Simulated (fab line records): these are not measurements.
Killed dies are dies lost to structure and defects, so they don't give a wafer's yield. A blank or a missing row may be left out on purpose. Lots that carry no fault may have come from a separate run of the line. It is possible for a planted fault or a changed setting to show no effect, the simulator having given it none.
fab line records	flow sky130
record: lots: 24	wafers: 72	last_day: 50
route steps=708 shown LOCAL_INTERCONNECT@399 VIA2@520 VIA3@588 CAP2M@603 METAL4@631 VIA4@659
lots untouched by any fault: they come from a run of this same line in which no faults occurred
start_h: hours from the record's opening day to when the first of the lot's shown wafers began	wait_h: how many hours have passed since the lot's step before this one	" the same as in the row above	L1.1+2: one row covering several wafers at once	- no value, or no start given	* or withheld: withheld	< > ~ a bound
route shown NAME@n: a module of which the file shows steps, and the number in the route of the first	usual: the fault-free wafers' mean and standard deviation	same: alike in all rows	chamber/n: place in a boat	sites: readings site by site	_std_site: standard deviation across them	_edge_site: outer sites' mean less inner sites'	radius_mm: how far each site lies from the wafer's centre	mask NAME#n: copy n	behind: tool/chamber where the wafer was last shaped	hold: the reason the lot was held/the length of the hold in hours/how it ended	device: whichever transistor did not switch (one of n, p or np)	end of line: at the end of the route, the tests of the same wafers	a step without rows: its recipe alone	killed: dies lost to structure and defects at the first sort, not the wafer's yield	map: shows each die of a wafer: x if killed, . if not, _ if none is there
set.NAME: setting as actually run; set.NAME@STEP: the setting as run at that earlier step	model.NAME: the simulator's own value behind a step, which no gauge read
steps of the route over a sample of lots; a table a step, a row a wafer
services: from which hour (start_h, from the record's first day; less than 0 if before it) a tool's chamber was out of use, for how many hours, and why
== steps ==
step: SKY_LOCAL_INTERCONNECT_OVL_MEAS_12
usual: LOCAL_INTERCONNECT_OVL: 3/4.6
lot.wafer	tool	chamber	start_h	wait_h	LOCAL_INTERCONNECT_OVL[nm]
L074.1	overlay-02	-	710.40	0.1	2
L074.3	"	-	"	"	8
L074.5	"	-	"	"	-3
L076.1	overlay-01	-	731.49	0.1	6
L076.3	"	-	"	"	8
L076.5	"	-	"	"	10
L075.3	overlay-02	-	733.45	0.1	5
L075.4	"	-	"	"	8
L075.5	"	-	"	"	7
L078.2	overlay-02	-	741.19	0.1	1
L078.3	"	-	"	"	-5
L078.4	"	-	"	"	0
L077.2	overlay-01	-	743.01	0.1	0
L077.3	"	-	"	"	7
L077.5	"	-	"	"	3
L079.2	overlay-02	-	746.58	0.1	1
L079.5	"	-	"	"	-3
L079.6	"	-	"	"	3
L080.4	overlay-02	-	763.75	0.1	0
L080.5	"	-	"	"	-7
L080.6	"	-	"	"	5
L081.2	overlay-02	-	772.39	0.1	8
L081.3	"	-	"	"	6
L081.4	"	-	"	"	4
L082.2	overlay-01	-	774.63	0.1	6
L082.4	"	-	"	"	8
L082.5	"	-	"	"	10
L083.4	overlay-02	-	775.71	0.1	14
L083.5	"	-	"	"	11
L083.6	"	-	"	"	15
L084.3	overlay-02	-	788.12	0.1	-2
L084.4	"	-	"	"	5
L084.6	"	-	"	"	6
L085.3	overlay-01	-	798.30	0.1	-3
L085.5	"	-	"	"	0
L085.6	"	-	"	"	7
L086.1	overlay-01	-	802.58	0.1	-2
L086.4	"	-	"	"	5
L086.5	"	-	"	"	-3
L087.2	overlay-01	-	811.03	0.1	0
L087.4	"	-	"	"	-8
L087.6	"	-	"	"	-4
L088.3	overlay-02	-	814.39	0.1	3
L088.4	"	-	"	"	2
L088.6	"	-	"	"	3
L089.2	overlay-01	-	823.49	0.1	-2
L089.3	"	-	"	"	3
L089.5	"	-	"	"	1
L090.3	overlay-02	-	827.15	0.1	9
L090.4	"	-	"	"	7
L090.5	"	-	"	"	6
L091.1	overlay-02	-	838.79	0.1	0
L091.4	"	-	"	"	3
L091.5	"	-	"	"	2
L092.4	overlay-01	-	847.00	0.1	10
L092.5	"	-	"	"	5
L092.6	"	-	"	"	7
L093.1	overlay-02	-	854.54	0.1	2
L093.3	"	-	"	"	2
L093.4	"	-	"	"	1
L094.1	overlay-02	-	855.49	0.1	3
L094.2	"	-	"	"	-2
L094.4	"	-	"	"	-1
L095.1	overlay-02	-	865.23	0.1	-3
L095.5	"	-	"	"	1
L095.6	"	-	"	"	-1
L096.3	overlay-01	-	867.52	0.1	-2
L096.5	"	-	"	"	4
L096.6	"	-	"	"	-4
L097.2	overlay-01	-	879.84	0.1	5
L097.4	"	-	"	"	-1
L097.5	"	-	"	"	3
step: SKY_VIA2_OVL_MEAS_13
usual: VIA2_OVL: 2/7.2
lot.wafer	tool	chamber	start_h	wait_h	VIA2_OVL[nm]
L074.1	overlay-02	-	850.63	0.1	1
L074.3	"	-	"	"	-3
L074.5	"	-	"	"	0
L076.1	overlay-01	-	871.68	0.1	2
L076.3	"	-	"	"	3
L076.5	"	-	"	"	1
L075.3	overlay-01	-	873.53	0.1	5
L075.4	"	-	"	"	11
L075.5	"	-	"	"	0
L078.2	overlay-02	-	880.12	0.1	10
L078.3	"	-	"	"	-2
L078.4	"	-	"	"	3
L077.2	overlay-02	-	884.04	0.1	10
L077.3	"	-	"	"	16
L077.5	"	-	"	"	15
L079.2	overlay-01	-	884.99	0.1	7
L079.5	"	-	"	"	0
L079.6	"	-	"	"	7
L080.4	overlay-01	-	904.15	0.1	5
L080.5	"	-	"	"	0
L080.6	"	-	"	"	5
L081.2	overlay-01	-	909.80	0.1	14
L081.3	"	-	"	"	3
L081.4	"	-	"	"	19
L082.2	overlay-02	-	911.38	0.1	12
L082.4	"	-	"	"	10
L082.5	"	-	"	"	-1
L083.4	overlay-02	-	913.30	0.1	7
L083.5	"	-	"	"	5
L083.6	"	-	"	"	8
L084.3	overlay-02	-	924.48	0.1	6
L084.4	"	-	"	"	16
L084.6	"	-	"	"	3
L085.3	overlay-02	-	933.70	0.1	-17
L085.5	"	-	"	"	1
L085.6	"	-	"	"	-3
L086.1	overlay-01	-	938.77	0.1	7
L086.4	"	-	"	"	10
L086.5	"	-	"	"	2
L087.2	overlay-01	-	947.15	0.1	12
L087.4	"	-	"	"	5
L087.6	"	-	"	"	5
L088.3	overlay-02	-	948.53	0.1	4
L088.4	"	-	"	"	4
L088.6	"	-	"	"	-4
L089.2	overlay-02	-	957.30	0.1	-1
L089.3	"	-	"	"	6
L089.5	"	-	"	"	-4
L090.3	overlay-01	-	960.70	0.1	1
L090.4	"	-	"	"	2
L090.5	"	-	"	"	-3
L091.1	overlay-02	-	973.23	0.1	-7
L091.4	"	-	"	"	-9
L091.5	"	-	"	"	-10
L092.4	overlay-02	-	979.25	0.1	4
L092.5	"	-	"	"	7
L092.6	"	-	"	"	6
L093.1	overlay-02	-	987.82	0.1	1
L093.3	"	-	"	"	0
L093.4	"	-	"	"	-10
L094.1	overlay-01	-	988.39	0.1	0
L094.2	"	-	"	"	3
L094.4	"	-	"	"	3
L095.1	overlay-01	-	998.12	0.1	17
L095.5	"	-	"	"	-2
L095.6	"	-	"	"	2
L096.3	overlay-02	-	998.99	0.1	1
L096.5	"	-	"	"	-4
L096.6	"	-	"	"	-4
L097.2	overlay-02	-	1009.02	0.1	-11
L097.4	"	-	"	"	-16
L097.5	"	-	"	"	-3
step: SKY_VIA3_ETCH_15
recipe: target: SiO2	chemistry: C4F8/O2/Ar	target_depth_nm: 507	stop_on: TiN	mask_material: KrF-thick	source_w: 1500	bias_w: 1200	pressure_mtorr: 40	c4f8_flow_sccm: withheld	O2_flow_sccm: 6	Ar_flow_sccm: 300	time_s: 78
usual: oes_product_au: 0.947/0.0046	rf_fwd_power_W: 1488/4.8
lot.wafer	tool	chamber	start_h	wait_h	oes_product_au	rf_fwd_power_W	rf_hours_counter_h
L074.1	rie_diel-04	3	930.71	0.0	0.944	1488	18
L074.3	"	0	"	"	0.948	1485	10
L074.5	"	2	"	"	0.941	1479	-
L076.1	rie_diel-01	2	950.47	0.0	0.951	1492	20
L076.3	"	3	"	"	0.946	1488	5
L076.5	"	0	"	"	0.955	1491	-
L075.3	rie_diel-01	0	953.11	0.0	0.947	1488	2
L075.4	"	1	"	"	0.949	1492	15
L075.5	"	2	"	"	0.937	1490	-
L078.2	rie_diel-01	2	958.43	0.0	0.948	1496	20
L078.3	"	1	"	"	0.951	1494	16
L078.4	"	0	"	"	0.948	1491	2
L077.2	rie_diel-01	3	962.96	0.0	0.946	1482	6
L077.3	"	0	"	"	0.947	1479	2
L077.5	"	2	"	"	0.953	1495	-
L079.2	rie_diel-04	0	964.08	0.0	0.946	1491	11
L079.5	"	2	"	"	0.956	1484	-
L079.6	"	1	"	"	0.952	1482	-
L080.4	rie_diel-03	3	981.11	0.0	0.944	1492	24
L080.5	"	0	"	"	0.949	1492	-
L080.6	"	3	"	"	0.950	1494	-
L081.2	rie_diel-04	0	986.78	0.0	0.951	1491	12
L081.3	"	2	"	"	0.952	1488	12
L081.4	"	3	"	"	0.941	1494	19
L082.2	rie_diel-04	3	989.33	0.0	0.946	1488	20
L082.4	"	2	"	"	0.953	1481	12
L082.5	"	0	"	"	0.947	1488	-
L083.4	rie_diel-01	1	990.81	0.0	0.951	1490	16
L083.5	"	0	"	"	0.952	1493	-
L083.6	"	3	"	"	0.942	1495	-
L084.3	rie_diel-03	0	1000.81	0.0	0.947	1481	26
L084.4	"	1	"	"	0.947	1487	20
L084.6	"	2	"	"	0.945	1485	-
L085.3	rie_diel-04	1	1009.53	0.0	0.951	1484	8
L085.5	"	3	"	"	0.945	1487	-
L085.6	"	2	"	"	0.951	1480	-
L086.1	rie_diel-04	1	1014.68	0.0	0.947	1483	8
L086.4	"	2	"	"	0.951	1491	13
L086.5	"	1	"	"	0.941	1483	-
L087.2	rie_diel-04	3	1022.52	0.0	0.949	1488	20
L087.4	"	0	"	"	0.944	1487	13
L087.6	"	1	"	"	0.953	1493	-
L088.3	rie_diel-03	2	1023.82	0.0	0.946	1477	10
L088.4	"	3	"	"	0.942	1490	26
L088.6	"	3	"	"	0.948	1493	-
L089.2	rie_diel-04	0	1031.63	0.0	0.950	1491	13
L089.3	"	3	"	"	0.938	1485	21
L089.5	"	2	"	"	0.951	1492	-
L090.3	rie_diel-01	2	1034.57	0.0	0.951	1491	22
L090.4	"	0	"	"	0.949	1488	5
L090.5	"	2	"	"	0.950	1494	-
L091.1	rie_diel-01	0	1046.76	0.0	0.949	1488	5
L091.4	"	2	"	"	0.947	1487	22
L091.5	"	3	"	"	0.946	1478	-
L092.4	rie_diel-01	3	1052.92	0.0	0.948	1486	9
L092.5	"	0	"	"	0.937	1487	-
L092.6	"	3	"	"	0.952	1484	-
L093.1	rie_diel-04	3	1059.86	0.0	0.944	1484	22
L093.3	"	2	"	"	0.943	1482	14
L093.4	"	1	"	"	0.941	1488	9
L094.1	rie_diel-03	0	1060.21	0.0	0.942	1490	29
L094.2	"	1	"	"	0.941	1484	22
L094.4	"	3	"	"	0.955	1499	27
L095.1	rie_diel-01	1	1068.48	0.0	0.948	1489	18
L095.5	"	0	"	"	0.954	1493	-
L095.6	"	1	"	"	0.943	1491	-
L096.3	rie_diel-04	3	1070.78	0.0	0.940	1489	22
L096.5	"	0	"	"	0.954	1487	-
L096.6	"	3	"	"	0.949	1486	-
L097.2	rie_diel-03	2	1079.12	0.0	0.953	1483	12
L097.4	"	3	"	"	0.948	1496	28
L097.5	"	3	"	"	0.942	1491	-
step: SKY_CAP2M_CVD_00
recipe: material: SiO2	target_thk_nm: 15.5	temp_c: 400	time_s: withheld	rf_w: 450
usual: heater_power_outer_w: 433/65	heater_power_w: 730/94	rf_fwd_power_W: 442.1/2.2
lot.wafer	tool	chamber	start_h	wait_h	heater_power_outer_w	heater_power_w	rf_fwd_power_W
L074.1	pecvd-04	0	932.19	0.0	317	582	440.8
L074.3	"	2	"	"	388	648	439.0
L074.5	"	0	"	"	326	576	442.4
L076.1	pecvd-02	2	951.94	0.0	395	671	444.1
L076.3	"	2	"	"	391	671	446.0
L076.5	"	0	"	"	466	776	441.8
L075.3	pecvd-02	0	954.59	0.0	439	733	443.1
L075.4	"	2	"	"	469	772	444.1
L075.5	"	0	"	"	447	753	441.6
L078.2	pecvd-03	0	960.00	0.0	362	581	440.7
L078.3	"	2	"	"	462	763	443.4
L078.4	"	2	"	"	449	754	444.5
L077.2	pecvd-02	2	964.54	0.0	378	668	444.9
L077.3	"	1	"	"	558	890	442.6
L077.5	"	2	"	"	383	660	445.6
L079.2	pecvd-03	0	965.57	0.0	334	552	440.3
L079.5	"	2	"	"	414	700	443.7
L079.6	"	0	"	"	352	567	439.7
L080.4	pecvd-04	1	982.62	0.0	414	771	441.8
L080.5	"	2	"	"	393	680	440.8
L080.6	"	0	"	"	310	561	439.0
L081.2	pecvd-02	2	988.25	0.0	457	770	441.9
L081.3	"	1	"	"	585	913	442.7
L081.4	"	2	"	"	446	762	442.8
L082.2	pecvd-04	2	990.80	0.0	344	593	438.8
L082.4	"	0	"	"	375	645	443.2
L082.5	"	2	"	"	342	613	439.9
L083.4	pecvd-02	0	992.63	0.0	454	793	444.9
L083.5	"	2	"	"	436	740	444.2
L083.6	"	1	"	"	564	924	444.4
L084.3	pecvd-02	1	1002.40	0.0	561	902	440.2
L084.4	"	2	"	"	393	673	442.8
L084.6	"	1	"	"	558	900	440.7
L085.3	pecvd-03	0	1011.02	0.0	371	603	439.2
L085.5	"	2	"	"	399	682	444.2
L085.6	"	0	"	"	369	604	439.5
L086.1	pecvd-02	0	1016.17	0.0	435	733	441.9
L086.4	"	0	"	"	426	724	443.1
L086.5	"	2	"	"	455	769	444.5
L087.2	pecvd-02	0	1024.08	0.0	386	678	442.6
L087.4	"	1	"	"	481	791	442.6
L087.6	"	2	"	"	397	680	442.8
L088.3	pecvd-04	0	1025.29	0.0	321	602	439.7
L088.4	"	2	"	"	407	686	435.0
L088.6	"	1	"	"	441	775	442.1
L089.2	pecvd-03	2	1033.80	0.0	450	764	445.4
L089.3	"	1	"	"	465	736	440.7
L089.5	"	2	"	"	455	749	442.2
L090.3	pecvd-04	0	1036.61	0.0	332	601	439.8
L090.4	"	0	"	"	346	615	441.2
L090.5	"	2	"	"	357	636	437.8
L091.1	pecvd-02	1	1048.26	0.0	556	883	441.5
L091.4	"	1	"	"	553	886	443.6
L091.5	"	2	"	"	438	750	443.9
L092.4	pecvd-02	1	1054.40	0.0	589	916	441.5
L092.5	"	0	"	"	468	786	445.9
L092.6	"	2	"	"	474	777	445.7
L093.1	pecvd-03	0	1061.39	0.0	337	552	442.3
L093.3	"	2	"	"	433	726	444.6
L093.4	"	2	"	"	434	714	444.0
L094.1	pecvd-02	0	1061.73	0.0	448	744	440.3
L094.2	"	1	"	"	553	871	441.0
L094.4	"	2	"	"	433	742	445.0
L095.1	pecvd-04	2	1069.95	0.0	397	677	438.7
L095.5	"	2	"	"	393	692	439.8
L095.6	"	1	"	"	418	749	442.4
L096.3	pecvd-02	2	1072.25	0.0	455	788	445.8
L096.5	"	2	"	"	463	778	446.3
L096.6	"	0	"	"	467	762	440.9
L097.2	pecvd-04	2	1081.19	0.0	397	665	439.5
L097.4	"	1	"	"	445	807	442.4
L097.5	"	2	"	"	402	689	439.2
step: SKY_METAL4_DESCUM_15
recipe: chemistry: O2	source_power_w: 150	bias_power_w: 0	pressure_mtorr: 10	temp_c: 40	time_s: 8
usual: drypump_motor_current_A: 5.50/0.28	he_backside_leak_sccm: 3.41/0.3	oes_product_au: 0.999/0.0094	rf_fwd_power_W: 147.7/0.78
same: bias_power_w: 0
lot.wafer	tool	chamber	start_h	wait_h	drypump_motor_current_A	he_backside_leak_sccm	oes_product_au	rf_fwd_power_W	rf_hours_counter_h
L074.1	rie_metal-02	0	981.79	0.0	5.65	3.43	0.999	148.5	7
L074.3	"	0	"	"	5.63	3.55	0.997	147.8	-
L074.5	"	0	"	"	5.67	3.40	0.992	147.6	-
L076.1	rie_metal-02	0	1000.54	0.0	5.63	3.45	0.993	148.4	8
L076.3	"	1	"	"	5.38	3.43	1.021	149.0	-
L076.5	"	1	"	"	5.35	3.48	1.011	148.6	-
L075.3	rie_metal-02	1	1002.44	0.0	5.37	3.29	1.016	149.3	-
L075.4	"	0	"	"	5.63	3.58	0.988	148.3	-
L075.5	"	1	"	"	5.39	3.49	1.011	148.7	-
L078.2	rie_metal-01	0	1008.54	0.0	5.43	3.23	0.996	148.2	7
L078.3	"	1	"	"	5.23	3.39	0.991	147.1	-
L078.4	"	0	"	"	5.43	3.23	1.005	147.7	-
L077.2	rie_metal-04	0	1012.74	0.0	5.21	3.23	1.014	147.6	20
L077.3	"	1	"	"	6.05	3.31	0.996	146.7	-
L077.5	"	1	"	"	6.02	3.69	0.996	146.4	-
L079.2	rie_metal-01	0	1013.99	0.0	5.43	3.31	0.994	147.3	7
L079.5	"	0	"	"	5.46	3.24	1.000	148.1	-
L079.6	"	1	"	"	5.23	3.50	0.984	146.8	-
L080.4	rie_metal-04	1	1030.01	0.0	5.96	3.72	0.994	147.0	-
L080.5	"	1	"	"	5.96	3.61	0.997	147.0	-
L080.6	"	1	"	"	5.97	3.61	0.991	147.1	-
L081.2	rie_metal-02	1	1034.65	0.0	5.35	3.37	1.007	148.2	11
L081.3	"	1	"	"	5.39	3.48	1.011	148.7	-
L081.4	"	0	"	"	5.64	3.37	0.998	147.3	-
L082.2	rie_metal-01	1	1037.13	0.0	5.25	3.21	0.992	147.0	17
L082.4	"	0	"	"	5.43	3.18	1.000	148.2	-
L082.5	"	1	"	"	5.23	3.16	0.986	147.5	-
L083.4	rie_metal-04	1	1039.09	0.0	5.99	3.70	1.004	146.7	-
L083.5	"	1	"	"	5.97	3.56	0.996	146.9	-
L083.6	"	1	"	"	6.01	3.58	0.998	147.5	-
L084.3	rie_metal-01	0	1048.34	0.0	5.44	3.15	0.999	147.9	-
L084.4	"	1	"	"	5.25	3.27	0.998	146.3	-
L084.6	"	0	"	"	5.45	3.20	1.007	148.1	-
L085.3	rie_metal-04	1	1057.10	0.0	5.96	3.82	1.005	147.3	-
L085.5	"	1	"	"	5.98	3.65	1.005	147.1	-
L085.6	"	0	"	"	5.19	2.98	0.997	148.0	-
L086.1	rie_metal-04	1	1062.39	0.0	6.02	3.58	0.989	146.8	20
L086.4	"	0	"	"	5.19	3.12	1.000	147.7	-
L086.5	"	1	"	"	6.02	3.71	0.989	146.8	-
L087.2	rie_metal-04	0	1068.40	0.0	5.20	3.20	0.998	147.4	21
L087.4	"	0	"	"	5.20	3.04	1.004	147.8	-
L087.6	"	0	"	"	5.20	3.07	1.000	148.3	-
L088.3	rie_metal-01	1	1069.60	0.0	5.26	3.43	0.980	146.8	-
L088.4	"	0	"	"	5.46	3.24	1.007	147.7	-
L088.6	"	1	"	"	5.25	3.54	0.983	146.9	-
L089.2	rie_metal-04	1	1078.60	0.0	5.99	3.65	0.998	145.6	21
L089.3	"	1	"	"	5.96	3.56	0.998	147.0	-
L089.5	"	1	"	"	6.01	3.75	0.999	146.2	-
L090.3	rie_metal-01	1	1080.59	0.0	5.24	3.09	0.994	147.9	-
L090.4	"	0	"	"	5.42	3.28	0.992	147.3	-
L090.5	"	0	"	"	5.43	3.22	1.001	147.7	-
L091.1	rie_metal-02	1	1091.54	0.0	5.34	3.55	1.013	149.0	15
L091.4	"	0	"	"	5.66	3.20	1.004	147.2	-
L091.5	"	1	"	"	5.34	4.15	1.012	148.9	-
L092.4	rie_metal-02	1	1097.05	0.0	5.36	3.41	1.012	148.5	-
L092.5	"	0	"	"	5.64	3.50	0.994	148.2	-
L092.6	"	1	"	"	5.39	3.50	1.020	148.6	-
L093.1	rie_metal-02	1	1104.08	0.0	5.36	3.31	1.005	148.4	17
L093.3	"	0	"	"	5.65	3.41	0.995	148.0	-
L093.4	"	1	"	"	5.35	3.34	1.003	149.3	-
L094.1	rie_metal-01	0	1105.60	0.0	5.42	3.19	1.000	148.5	14
L094.2	"	1	"	"	5.22	3.41	0.992	148.0	22
L094.4	"	0	"	"	5.43	3.21	1.016	148.3	-
L095.1	rie_metal-01	0	1111.58	0.0	5.44	3.22	1.008	148.5	14
L095.5	"	0	"	"	5.44	3.37	1.004	148.4	-
L095.6	"	1	"	"	5.24	3.05	0.999	147.1	-
L096.3	rie_metal-01	0	1114.19	0.0	5.42	3.23	0.992	148.5	-
L096.5	"	0	"	"	5.44	3.11	0.997	148.7	-
L096.6	"	1	"	"	5.22	3.16	0.984	148.1	-
L097.2	rie_metal-04	0	1122.93	0.0	5.19	3.09	1.016	147.8	25
L097.4	"	1	"	"	6.03	3.82	1.008	146.6	-
L097.5	"	0	"	"	5.20	3.13	1.017	147.4	-
step: SKY_VIA4_THK_MEAS_20
recipe: thk_meas_gauge: xrf	reads: W_of_VIA4_CVD_18
usual: VIA4_W_THK: 503/9.5
lot.wafer	tool	chamber	start_h	wait_h	VIA4_W_THK[nm]
L074.1	film_metro-02	-	1007.13	0.1	498
L074.3	"	-	"	"	497
L074.5	"	-	"	"	494
L076.1	film_metro-01	-	1025.77	0.1	502
L076.3	"	-	"	"	490
L076.5	"	-	"	"	492
L075.3	film_metro-02	-	1028.29	0.1	500
L075.4	"	-	"	"	516
L075.5	"	-	"	"	513
L078.2	film_metro-04	-	1033.87	0.1	501
L078.3	"	-	"	"	498
L078.4	"	-	"	"	502
L077.2	film_metro-04	-	1038.67	0.1	490
L077.3	"	-	"	"	510
L077.5	"	-	"	"	510
L079.2	film_metro-02	-	1039.31	0.1	516
L079.5	"	-	"	"	501
L079.6	"	-	"	"	518
L080.4	film_metro-04	-	1055.45	0.1	520
L080.5	"	-	"	"	495
L080.6	"	-	"	"	519
L081.2	film_metro-04	-	1059.08	0.1	497
L081.3	"	-	"	"	501
L081.4	"	-	"	"	522
L082.2	film_metro-01	-	1060.93	0.1	511
L082.4	"	-	"	"	506
L082.5	"	-	"	"	495
L083.4	film_metro-04	-	1063.41	0.1	511
L083.5	"	-	"	"	504
L083.6	"	-	"	"	510
L084.3	film_metro-04	-	1072.37	0.1	496
L084.4	"	-	"	"	507
L084.6	"	-	"	"	511
L085.3	film_metro-01	-	1081.05	0.1	495
L085.5	"	-	"	"	517
L085.6	"	-	"	"	495
L086.1	film_metro-04	-	1085.46	0.1	517
L086.4	"	-	"	"	499
L086.5	"	-	"	"	500
L087.2	film_metro-04	-	1091.32	0.1	506
L087.4	"	-	"	"	498
L087.6	"	-	"	"	489
L088.3	film_metro-02	-	1092.35	0.1	498
L088.4	"	-	"	"	518
L088.6	"	-	"	"	513
L089.2	film_metro-02	-	1101.94	0.1	515
L089.3	"	-	"	"	497
L089.5	"	-	"	"	497
L090.3	film_metro-02	-	1103.99	0.1	509
L090.4	"	-	"	"	495
L090.5	"	-	"	"	513
L091.1	film_metro-04	-	1115.16	0.1	492
L091.4	"	-	"	"	501
L091.5	"	-	"	"	520
L092.4	film_metro-04	-	1119.98	0.1	511
L092.5	"	-	"	"	506
L092.6	"	-	"	"	491
L093.1	film_metro-04	-	1126.87	0.1	512
L093.3	"	-	"	"	505
L093.4	"	-	"	"	493
L094.1	film_metro-01	-	1128.08	0.1	495
L094.2	"	-	"	"	507
L094.4	"	-	"	"	499
L095.1	film_metro-02	-	1133.02	0.1	494
L095.5	"	-	"	"	514
L095.6	"	-	"	"	494
L096.3	film_metro-04	-	1136.57	0.1	496
L096.5	"	-	"	"	499
L096.6	"	-	"	"	499
L097.2	film_metro-04	-	1145.14	0.1	490
L097.4	"	-	"	"	501
L097.5	"	-	"	"	494
== services ==
tool	chamber	start_h	hours	kind
rie_metal-02	-	924.23	14.6	pm
pecvd-04	-	936.76	2.3	repair
pecvd-04	0	942.08	7.6	repair
pecvd-02	1	950.80	5.5	scheduled_down
pecvd-03	1	965.15	2.1	scheduled_down
pecvd-03	0	981.57	16.0	repair
pecvd-02	0	985.10	5.5	scheduled_down
pecvd-03	-	985.34	14.6	pm
pecvd-03	1	999.94	-	clean
pecvd-03	1	999.94	-	consumable_replace:showerhead
pecvd-03	1	999.94	29.0	scheduled_down
pecvd-03	1	999.94	29.0	vent_cycle
rie_metal-02	-	1007.86	2.8	pm
rie_metal-04	0	1028.94	25.6	repair
rie_diel-03	-	1033.62	1.2	repair
pecvd-03	1	1051.69	5.5	repair
rie_metal-04	1	1070.22	2.1	repair
rie_metal-01	-	1076.39	0.4	repair
pecvd-04	-	1085.01	5.5	pm
pecvd-02	1	1085.13	2.1	scheduled_down
pecvd-04	1	1091.17	5.0	scheduled_down
pecvd-04	0	1096.17	5.5	scheduled_down
rie_diel-03	2	1101.04	5.4	repair
pecvd-03	0	1120.98	5.5	scheduled_down
== key ==
fault none
